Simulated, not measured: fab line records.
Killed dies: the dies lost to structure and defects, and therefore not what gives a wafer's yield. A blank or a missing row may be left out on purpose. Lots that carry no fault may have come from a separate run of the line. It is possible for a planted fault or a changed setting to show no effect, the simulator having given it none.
Matching of chambers	flow gf180mcu	4 sister chambers for GF_V3_ETCH_17 on rieDiel-03
The step etches SiO2 in C4F8/O2/Ar, stops on TiN, target depth 635 nm. 14 wafers are shown with their chamber, then 6 later ones without.

## WAFERS, EACH WITH ITS CHAMBER
wafer	chamber	biasW (W)	oesProductAu (a.u.)
L628.2	3	1202	0.861
L628.5	2	1200	0.848
L628.6	1	1204	0.853
L632.1	2	1209	0.851
L632.3	3	1202	0.852
L632.4	1	1195	0.859
L633.2	3	1202	0.865
L633.4	0	1194	0.853
L633.6	1	1195	0.861
L638.2	3	1203	0.852
L638.3	2	1204	0.861
L638.4	1	1195	0.849
L639.1	0	1195	0.859
L639.5	1	1198	0.851

SIGNATURES, as means of the wafers listed above
reading	chamber 0	chamber 1	chamber 2	chamber 3	scatter within a chamber
biasW	1194.50	1197.40	1204.33	1202.25	3.21
oesProductAu	0.85600	0.85460	0.85333	0.85750	0.00589
Rule: a wafer's distance from a chamber is the root of the sum, over the readings, of the square of ((its reading less the chamber's mean) divided by the reading's scatter). If the next closest chamber is less than 2 further off than the closest, the wafer can't be placed; otherwise it belongs to the closest. The scatter is the square root of a quotient: the sum, over the shown wafers, of each reading's squared deviation from its chamber's mean, divided by wafers minus chambers.

## WAFERS WITH NO CHAMBER GIVEN
wafer	biasW (W)	oesProductAu (a.u.)
L639.6	1192	0.847
L641.1	1201	0.849
L641.2	1204	0.851
L641.6	1207	0.860
L644.5	1196	0.861
L644.6	1202	0.863

## WHICH CHAMBER EACH ONE RAN IN
wafer	from the rows above	in truth
L639.6	can't be placed: 0 or 1 or 3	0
L641.1	can't be placed: 2 or 1 or 3 or 0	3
L641.2	can't be placed: 2 or 3 or 1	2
L641.6	can't be placed: 2 or 3 or 1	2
L644.5	can't be placed: 0 or 1 or 3 or 2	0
L644.6	can't be placed: 3 or 2 or 1 or 0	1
Correct placement for 0 of the 6. These rows do not allow placing 6 (true chamber among the candidates in 6). 0 placed wrongly.
